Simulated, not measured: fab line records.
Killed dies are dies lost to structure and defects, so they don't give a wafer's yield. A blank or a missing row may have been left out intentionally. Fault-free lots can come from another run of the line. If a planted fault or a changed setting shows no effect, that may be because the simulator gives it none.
A single fault, viewed from 2 desks | flow sky130 | each desk holds nothing but its own numbers, with what lay behind them at the end

## TOOL OWNER'S DESK, implanter-04
For each lot that ran on this tool, the mean over its sampled wafers that have a number, from the tool's own readings at SKY_LDD_LDN_IMPLANT_11. The brackets show how far a lot's mean lies from the usual mean; more than 4 standard deviations puts the lot out of limits, marked OUT.
Columns: A = beamEnergyKeV at SKY_LDD_LDN_IMPLANT_11, usual 15.000
lot  | first seen here | A
L901 | day 22 19:43    | 15.003
L902 | day 23 09:40    | 14.998
L906 | day 24 21:23    | 15.005
L916 | day 28 08:05    | 17.947 (+99 or more) OUT
L918 | day 28 21:01    | 17.946 (+99 or more) OUT
L924 | day 31 05:10    | 14.999
This desk's verdict: out of limits on L916, L918, starting with L916 at day 28 08:05 (beamEnergyKeV at SKY_LDD_LDN_IMPLANT_11). L901, L902, L906, L924 stayed within limits.

## THE METROLOGY DESK
What the gauges read, lot by lot, whatever tool the lot ran on: means of the sampled wafers that have a number. The brackets show how far a lot's mean lies from the usual mean; more than 4 standard deviations puts the lot out of limits, marked OUT.
Columns: A = LDD_N_OVL at SKY_LDD_N_OVL_MEAS_07, usual 1.2 nm; B = LDD_HVN_OVL at SKY_LDD_HVN_OVL_MEAS_07, usual 0.5 nm; C = LDD_HVP_OVL at SKY_LDD_HVP_OVL_MEAS_07, usual 0.9 nm
lot  | first seen here | A    | B    | C
L901 | day 17 15:17    | 1.1  | 2.0  | -0.2
L902 | day 18 04:53    | 1.3  | 0.9  | 2.4
L903 | day 18 11:21    | 0.5  | -1.9 | -2.5
L904 | day 19 01:02    | -1.4 | -0.7 | 4.0
L905 | day 19 08:41    | 3.7  | -0.8 | 2.5
L906 | day 19 17:20    | 0.7  | 1.9  | -0.6
L907 | day 20 04:38    | 1.0  | -0.7 | 1.2
L908 | day 20 13:39    | 0.9  | 0.2  | 1.3
L916 | day 23 10:08    | 1.0  | 1.1  | 1.6
L918 | day 23 22:55    | 0.7  | 0.5  | 1.7
L919 | day 24 02:31    | 2.4  | 0.3  | 0.7
L920 | day 24 14:46    | 2.5  | -0.3 | -0.2
L921 | day 25 01:44    | 0.3  | 0.1  | -0.1
L924 | day 26 07:31    | 0.4  | 1.1  | 0.5
This desk found nothing out of limits on any of the 14 lots.

## ALL TOGETHER
The tool owner's desk could have raised an alarm at day 28 08:05, on L916, L918.
Nothing out of limits was seen by the metrology desk.
The metrology desk has L916, L918 on record, within its limits.
The lots listed all ran SKY_LDD_LDN_IMPLANT_11 on implanter-04.

## WHAT HAD BEEN PUT IN BY THE SIMULATOR
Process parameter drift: implanter-04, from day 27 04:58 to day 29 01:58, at SKY_LDD_LDN_IMPLANT_11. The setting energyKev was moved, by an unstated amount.
Struck lots among those shown: L916, L918.
Hours from the fault's start to each desk's first reading out of limits: the tool owner's desk, 27.
